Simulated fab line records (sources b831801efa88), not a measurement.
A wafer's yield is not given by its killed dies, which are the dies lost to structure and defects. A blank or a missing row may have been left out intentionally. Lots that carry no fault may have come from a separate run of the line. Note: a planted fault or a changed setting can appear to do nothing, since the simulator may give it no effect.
fab line records    flow gf180mcu
[record] lots = 9  wafers = 27  lastDay = 32
route steps=602 shown LVPWELL@63 M2@376 V3@432
lots that met no fault: taken from a fault-free run of the same line
startH: hours from the record's opening day to when the first of the lot's shown wafers began    waitH: hours elapsed since this lot's preceding step    " the same as in the row above    L1.1+2: a row that stands for several wafers    - no value, or no start given    * or withheld: withheld    < > ~ a bound
route shown NAME@n: names a module that has steps shown in the file, with the first one's number in the route    usual: the fault-free wafers' mean and standard deviation    same: alike in all rows    chamber/n: place in a boat    sites: per-site readings    _std_site: standard deviation of those values    _edge_site: the outer-site mean with the inner-site mean subtracted    radiusMm: how far each site lies from the wafer's centre    mask NAME#n: copy n    behind: the last tool/chamber to shape the wafer    hold: reason for holding the lot/hours on hold/outcome of the hold    device: names the non-switching transistor (n, p or np)    end of line: the tests these same wafers got at the end of their route    a step without rows: its recipe alone    killed: the dies lost at the first sort to structure and to defects; this is not the yield of the wafer    map: the dies of a wafer, with x for killed, . for not killed, _ for no die there
set.NAME: setting as actually run; set.NAME@STEP: the setting as run at that earlier step    model.NAME: the simulator's own value behind a step, which no gauge read
route steps across a sampled set of lots; one table per step, one row per wafer
services: when a tool's chamber went out of use (startH, in hours from the record's first day, below 0 if earlier), for how many hours, and the reason
[[steps]]
[step GF_LVPWELL_IMPLANT_09]
[recipe] species = B  energyKev = 60  doseCm2 = 5e+12  tiltDeg = 0
[usual] implantIonAmu = 11/0
lot.wafer  tool          chamber  startH  waitH  implantIonAmu
L656.1     implanter-04  0        69.55   0.1    11
L656.4     "             0        "       "      11
L656.6     "             0        "       "      11
L657.1     implanter-02  0        73.25   0.1    11
L657.2     "             0        "       "      11
L657.5     "             0        "       "      11
L658.1     implanter-04  0        78.62   0.1    11
L658.3     "             0        "       "      11
L658.6     "             0        "       "      11
L659.1     implanter-02  0        85.30   0.1    11
L659.5     "             0        "       "      11
L659.6     "             0        "       "      11
L660.3     implanter-02  0        89.45   0.1    11
L660.4     "             0        "       "      11
L660.6     "             0        "       "      11
L661.1     implanter-04  0        97.31   0.1    11
L661.4     "             0        "       "      11
L661.6     "             0        "       "      11
L668.1     implanter-02  0        135.80  0.1    11
L668.4     "             0        "       "      11
L668.6     "             0        "       "      11
L670.3     implanter-01  0        146.15  0.1    49
L670.4     "             0        "       "      49
L670.5     "             0        "       "      49
L671.3     implanter-02  0        155.15  0.1    49
L671.4     "             0        "       "      49
L671.6     "             0        "       "      49
[step GF_LVPWELL_TW_MEAS_11]
[usual] LVPWELL_TW = 561/4.1
lot.wafer  tool          chamber  startH  waitH  LVPWELL_TW
L656.1     filmMetro-04  -        69.80   0.1    559
L656.4     "             -        "       "      558
L656.6     "             -        "       "      557
L657.1     filmMetro-04  -        73.50   0.1    561
L657.2     "             -        "       "      560
L657.5     "             -        "       "      559
L658.1     filmMetro-04  -        78.87   0.1    559
L658.3     "             -        "       "      559
L658.6     "             -        "       "      561
L659.1     filmMetro-04  -        85.55   0.1    559
L659.5     "             -        "       "      562
L659.6     "             -        "       "      561
L660.3     filmMetro-03  -        89.67   0.1    566
L660.4     "             -        "       "      563
L660.6     "             -        "       "      563
L661.1     filmMetro-04  -        97.56   0.1    554
L661.4     "             -        "       "      558
L661.6     "             -        "       "      559
L668.1     filmMetro-01  -        136.05  0.1    566
L668.4     "             -        "       "      563
L668.6     "             -        "       "      564
L670.3     filmMetro-01  -        146.37  0.1    693
L670.4     "             -        "       "      693
L670.5     "             -        "       "      699
L671.3     filmMetro-01  -        155.37  0.1    692
L671.4     "             -        "       "      697
L671.6     "             -        "       "      691
[step GF_VT_IMPLANT_RS_MEAS_48]
[recipe] thkMeasGauge = four-point-probe
[usual] LVPWELL_RS = 1199/3.1
lot.wafer  tool          chamber  startH  waitH  LVPWELL_RS[ohm/sq]
L656.1     filmMetro-04  -        158.75  0.1    1197
L656.4     "             -        "       "      1196
L656.6     "             -        "       "      1197
L657.1     filmMetro-01  -        162.05  0.1    1197
L657.2     "             -        "       "      1194
L657.5     "             -        "       "      1190
L658.1     filmMetro-03  -        168.82  0.1    1201
L658.3     "             -        "       "      1200
L658.6     "             -        "       "      1202
L659.1     filmMetro-03  -        178.41  0.1    1198
L659.5     "             -        "       "      1197
L659.6     "             -        "       "      1194
L660.3     filmMetro-03  -        181.69  0.1    1200
L660.4     "             -        "       "      1199
L660.6     "             -        "       "      1200
L661.1     filmMetro-04  -        191.95  0.1    1198
L661.4     "             -        "       "      1200
L661.6     "             -        "       "      1201
L668.1     filmMetro-01  -        238.00  0.1    1199
L668.4     "             -        "       "      1197
L668.6     "             -        "       "      1199
L670.3     filmMetro-03  -        250.09  0.1    1174
L670.4     "             -        "       "      1176
L670.5     "             -        "       "      1172
L671.3     filmMetro-01  -        260.81  0.1    1176
L671.4     "             -        "       "      1175
L671.6     "             -        "       "      1176
[step GF_M2_CD_MEAS_14]
[recipe] targetCdNm = 280
[usual] cdNm = 280.2/1.2
lot.wafer  tool      chamber  startH  waitH  cdNm
L656.1     cdSem-01  -        440.61  0.1    278.9
L656.4     "         -        "       "      278.0
L656.6     "         -        "       "      279.6
L657.1     cdSem-01  -        453.11  0.1    279.6
L657.2     "         -        "       "      280.4
L657.5     "         -        "       "      281.3
L658.1     cdSem-01  -        455.98  0.1    279.4
L658.3     "         -        "       "      280.0
L658.6     "         -        "       "      279.0
L659.1     cdSem-01  -        467.46  0.1    281.2
L659.5     "         -        "       "      279.7
L659.6     "         -        "       "      280.7
L660.3     cdSem-01  -        472.72  0.1    280.8
L660.4     "         -        "       "      280.9
L660.6     "         -        "       "      281.1
L661.1     cdSem-02  -        486.18  0.1    280.2
L661.4     "         -        "       "      281.0
L661.6     "         -        "       "      279.9
L668.1     cdSem-02  -        547.13  0.1    279.9
L668.4     "         -        "       "      279.7
L668.6     "         -        "       "      278.9
L670.3     cdSem-01  -        560.67  0.1    280.8
L670.4     "         -        "       "      281.0
L670.5     "         -        "       "      280.5
L671.3     cdSem-01  -        573.67  0.1    280.7
L671.4     "         -        "       "      280.5
L671.6     "         -        "       "      281.4
[step GF_V3_THK_MEAS_03]
[recipe] reads = SiO2_of_V3_CVD_02
[usual] V3_CVD_02_THK = 814/15
lot.wafer  tool          chamber  startH  waitH  V3_CVD_02_THK[nm]
L656.1     filmMetro-02  -        492.69  0.0    806
L656.4     "             -        "       "      839
L656.6     "             -        "       "      819
L657.1     filmMetro-01  -        504.58  0.0    808
L657.2     "             -        "       "      809
L657.5     "             -        "       "      819
L658.1     filmMetro-01  -        508.42  0.0    812
L658.3     "             -        "       "      814
L658.6     "             -        "       "      813
L659.1     filmMetro-01  -        519.87  0.0    804
L659.5     "             -        "       "      836
L659.6     "             -        "       "      825
L660.3     filmMetro-02  -        524.01  0.1    802
L660.4     "             -        "       "      822
L660.6     "             -        "       "      825
L661.1     filmMetro-02  -        537.09  0.0    801
L661.4     "             -        "       "      822
L661.6     "             -        "       "      836
L668.1     filmMetro-02  -        594.35  0.0    790
L668.4     "             -        "       "      824
L668.6     "             -        "       "      803
L670.3     filmMetro-01  -        607.40  0.1    786
L670.4     "             -        "       "      802
L670.5     "             -        "       "      819
L671.3     filmMetro-01  -        620.15  0.1    789
L671.4     "             -        "       "      806
L671.6     "             -        "       "      786
[step GF_V3_ETCH_16]
[recipe] chemistry = N2/H2  targetDepthA = withheld  overetchA = withheld  timeS = withheld  target = BARC  ionEnergyEv = 200  sourceW = 500  biasW = 100  pressureMtorr = 30  n2FlowSccm = 100  h2FlowSccm = 200
[usual] drypumpMotorCurrentA = 5.9/0.39  h2FlowSccm = 199.9/0.65  oesProductAu = 0.854/0.0047  rfFwdPowerW = 495.2/2.6  throttleValvePct = 13.226/0.0088
lot.wafer  tool        chamber  startH  waitH  drypumpMotorCurrentA  h2FlowSccm  oesProductAu  rfFwdPowerW  throttleValvePct
L656.1     rieDiel-04  0        516.13  0.0    6.5                   199.5       0.848         493.7        13.218
L656.4     "           3        "       "      6.3                   200.6       0.849         497.8        13.224
L656.6     "           3        "       "      6.3                   199.6       0.859         497.5        13.221
L657.1     rieDiel-04  0        528.28  0.0    6.5                   199.5       0.858         495.0        13.239
L657.2     "           2        "       "      5.8                   200.3       0.860         495.9        13.232
L657.5     "           2        "       "      5.8                   200.1       0.851         495.8        13.222
L658.1     rieDiel-02  1        531.78  0.0    5.8                   199.1       0.856         499.2        13.220
L658.3     "           0        "       "      6.4                   200.2       0.853         495.6        13.233
L658.6     "           3        "       "      5.6                   200.7       0.853         489.7        13.242
L659.1     rieDiel-04  1        543.28  0.0    5.9                   200.8       0.861         496.1        13.227
L659.5     "           3        "       "      6.3                   199.4       0.847         496.8        13.219
L659.6     "           0        "       "      6.5                   199.2       0.855         494.8        13.234
L660.3     rieDiel-04  3        547.38  0.0    6.3                   200.8       0.851         494.3        13.222
L660.4     "           1        "       "      5.9                   200.0       0.857         495.4        13.214
L660.6     "           0        "       "      6.5                   199.9       0.850         494.8        13.227
L661.1     rieDiel-02  3        559.66  0.0    5.7                   197.8       0.855         490.0        13.229
L661.4     "           1        "       "      5.8                   200.1       0.846         497.1        13.239
L661.6     "           0        "       "      6.4                   199.4       0.857         498.2        13.220
L668.1     rieDiel-04  0        615.91  0.0    6.5                   200.7       0.861         494.0        13.231
L668.4     "           1        "       "      5.9                   199.2       0.855         497.3        13.222
L668.6     "           3        "       "      6.3                   198.7       0.858         497.8        13.221
L670.3     rieDiel-04  1        628.48  0.0    5.9                   200.7       0.856         494.8        13.217
L670.4     "           2        "       "      5.8                   200.1       0.850         497.1        13.209
L670.5     "           0        "       "      6.5                   200.8       0.860         492.6        13.229
L671.3     rieDiel-01  2        640.86  0.0    5.9                   198.8       0.856         495.3        13.218
L671.4     "           1        "       "      5.5                   200.4       0.862         494.9        13.228
L671.6     "           0        "       "      5.8                   198.4       0.850         494.9        13.224
[[services]]
tool          chamber  startH  hours  kind
rieDiel-04    -        92.25   0.3    repair
rieDiel-04    2        119.18  3.0    repair
rieDiel-04    -        120.53  1.7    repair
rieDiel-04    2        172.96  5.2    repair
implanter-02  -        197.26  5.7    repair
rieDiel-02    -        231.72  0.4    repair
rieDiel-04    3        248.07  5.2    repair
rieDiel-04    2        250.25  8.4    repair
implanter-02  -        253.51  4.6    repair
implanter-04  -        274.64  3.1    repair
implanter-02  -        336.17  4.9    pm
rieDiel-04    -        374.29  2.8    pm
implanter-04  -        380.53  5.8    repair
rieDiel-04    1        392.89  23.1   repair
implanter-04  -        397.06  3.7    pm
rieDiel-04    1        431.38  6.4    repair
rieDiel-04    3        487.01  6.1    repair
rieDiel-02    3        507.45  5.8    repair
implanter-04  -        515.56  2.0    repair
implanter-04  -        534.14  2.7    pm
implanter-04  -        569.11  1.6    repair
rieDiel-04    0        573.01  2.8    repair
rieDiel-04    -        581.35  14.6   pm
implanter-04  -        638.08  1.7    repair
[[key]]
[firstSign] step = GF_LVPWELL_IMPLANT_09  reading = implantIonAmu  direction = up  sigmas = 99+  usual = 11  struck = 49
[effect] step = GF_LVPWELL_TW_MEAS_11  reading = LVPWELL_TW  direction = up  sigmas = 32  usual = 561  struck = 694
[effect] step = GF_VT_IMPLANT_RS_MEAS_48  reading = LVPWELL_RS  direction = down  sigmas = 7.6  usual = 1199  struck = 1175
metAt GF_LVPWELL_IMPLANT_09
struckLots L670,L671
testerLeftOut L670,L671
notActingAt GF_M2_CD_MEAS_14,GF_V3_THK_MEAS_03,GF_V3_ETCH_16
onsetBetween 135.80 146.15
[fault] kind = wrongRecipeDownload  tool = implanter-01,implanter-02,implanter-04  chamber = -  onsetH = 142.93  steps = GF_LVPWELL_IMPLANT_09  wrongRecipe.notListed = 1
// testerLeftOut: of these lots the tester's yield and bins aren't shown, on N5 and GAA mostly nor the transistor test; their killed dies are dies lost to structure and defects alone, not to doping, threshold or leakage, so they don't give the yield
